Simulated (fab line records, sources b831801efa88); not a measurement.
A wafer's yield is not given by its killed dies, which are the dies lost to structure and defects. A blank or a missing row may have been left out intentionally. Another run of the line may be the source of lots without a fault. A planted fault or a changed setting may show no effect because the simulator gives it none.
Which of the tools did it? -- flow gf180mcu -- 33 wafers from 11 lots sampled at 3 of the route's 602 steps

WHAT EACH GAUGE READ, for each wafer
GF_CONTACT_RS_MEAS_25: measurement is done with a four-point probe. Usual: for CONTACT_W_RS the level is 0.382 ohm/sq and the standard deviation is 0.0044.
lot,measured,on,CONTACT_W_RS (ohm/sq),flag
L591,day 16 00:56,film-metro-04,0.384 0.386 0.381,
L594,day 17 07:59,film-metro-01,0.380 0.380 0.384,
L597,day 18 04:13,film-metro-02,0.382 0.386 0.384,
L600,day 19 12:37,film-metro-04,0.382 0.379 0.380,
L601,day 19 23:40,film-metro-01,0.378 0.375 0.377,
L604,day 21 04:43,film-metro-04,0.388 0.385 0.389,
L605,day 21 17:00,film-metro-01,0.381 0.382 0.385,
L606,day 21 18:38,film-metro-01,0.532 0.384 0.528,OFF
L607,day 22 06:52,film-metro-01,0.378 0.521 0.377,OFF
L608,day 22 16:39,film-metro-04,0.391 0.384 0.390,
L609,day 22 20:20,film-metro-04,0.385 0.378 0.381,

GF_CONTACT_THK_MEAS_26: measures by xrf. Usual: for CONTACT_W_THK the level is 303 nm and the standard deviation is 4.6.
lot,measured,on,CONTACT_W_THK (nm),flag
L591,day 16 01:03,film-metro-04,304 299 306,
L594,day 17 08:06,film-metro-01,308 307 304,
L597,day 18 04:20,film-metro-02,301 297 300,
L600,day 19 12:44,film-metro-04,302 304 302,
L601,day 19 23:47,film-metro-01,309 310 312,
L604,day 21 04:49,film-metro-04,298 300 298,
L605,day 21 17:07,film-metro-01,305 303 301,
L606,day 21 18:43,film-metro-01,219 303 220,OFF
L607,day 22 06:59,film-metro-01,308 224 309,OFF
L608,day 22 16:45,film-metro-04,295 299 295,
L609,day 22 20:27,film-metro-04,298 304 302,

TOOL THAT RAN EACH LOT (tool first, then ch and the chambers of the sampled wafers, then the start)
lot,GF_CONTACT_CVD_24
L591,"cvd-w-02 ch 1, day 16 00:49"
L594,"cvd-w-02 ch 0,1, day 17 07:52"
L597,"cvd-w-01 ch 0,1, day 18 04:07"
L600,"cvd-w-02 ch 1, day 19 12:31"
L601,"cvd-w-02 ch 0,1, day 19 23:34"
L604,"cvd-w-01 ch 0,1, day 21 04:36"
L605,"cvd-w-02 ch 0,1, day 21 16:54"
L606,"cvd-w-02 ch 0,1, day 21 18:30"
L607,"cvd-w-02 ch 0,1, day 22 06:41"
L608,"cvd-w-01 ch 0,1, day 22 16:32"
L609,"cvd-w-01 ch 0,1, day 22 20:14"
- GF_CONTACT_CVD_24: deposits W, target thk 300 nm, time 90.339 s.

AS READ BY THE TOOLS THEMSELVES (means over the sampled wafers that have a number; for cases with no such wafer, the mark the record gives instead)
GF_CONTACT_CVD_24. Usual: heater-power-outer-w 619 W, standard deviation 63; heater-power-w 966 W, standard deviation 81; susceptor-temp-C 400.00 C, standard deviation 0.2.
lot,tool,heater-power-outer-w (W),heater-power-w (W),susceptor-temp-C (C),flag
L591,cvd-w-02,645,1026,400.00,
L594,cvd-w-02,647,1012,400.09,
L597,cvd-w-01,509,864,400.01,
L600,cvd-w-02,644,1024,399.97,
L601,cvd-w-02,657,1008,400.14,
L604,cvd-w-01,523,864,400.43,
L605,cvd-w-02,644,999,400.14,
L606,cvd-w-02,610,915,388.02,OFF
L607,cvd-w-02,632,974,394.24,OFF
L608,cvd-w-01,519,864,400.14,
L609,cvd-w-01,552,926,399.84,

THE ANSWER, worked out from the rows above alone
Rule: a lot counts as off when the mean over its wafers that have a number is more than 3 standard deviations away from the usual mean. A lot without any number at a reading at which 4 lots or more have one is off too. Where the step has rows for the other lots, those lots are counted as sound. The gauges are gone through in route order, then the tools' own readings, and for those a lot's mean is taken as printed above. The first step at which some lot is off is used, and at that step the reading that is off furthest; a lot without a number counts as furthest.
Off: at GF_CONTACT_RS_MEAS_25 (CONTACT_W_RS), L606, L607.
A tool fits if, at a process step before that reading, it ran every lot that is off, and no sound lot after the first of them. Not tried: the gauges at GF_CONTACT_RS_MEAS_25; whatever is off there is also off at GF_CONTACT_CVD_24, on other tools, and gauge error can't account for it. One candidate fits, namely cvd-w-02 at GF_CONTACT_CVD_24. Its last sound lot is L605 (day 21 16:54), its first lot that is off L606 (day 21 18:30): a fault that began between those two fits.
The tool's own readings at GF_CONTACT_CVD_24 bear it out: on the lots that are off they differ by more than 5 times the standard deviation of the sound lots' means. susceptor-temp-C reads 391.13 C there against 400.08 C on the sound lots.

WHAT WAS PUT IN BY THE SIMULATOR
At GF_CONTACT_CVD_24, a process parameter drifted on cvd-w-02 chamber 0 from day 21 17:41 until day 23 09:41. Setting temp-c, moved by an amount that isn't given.
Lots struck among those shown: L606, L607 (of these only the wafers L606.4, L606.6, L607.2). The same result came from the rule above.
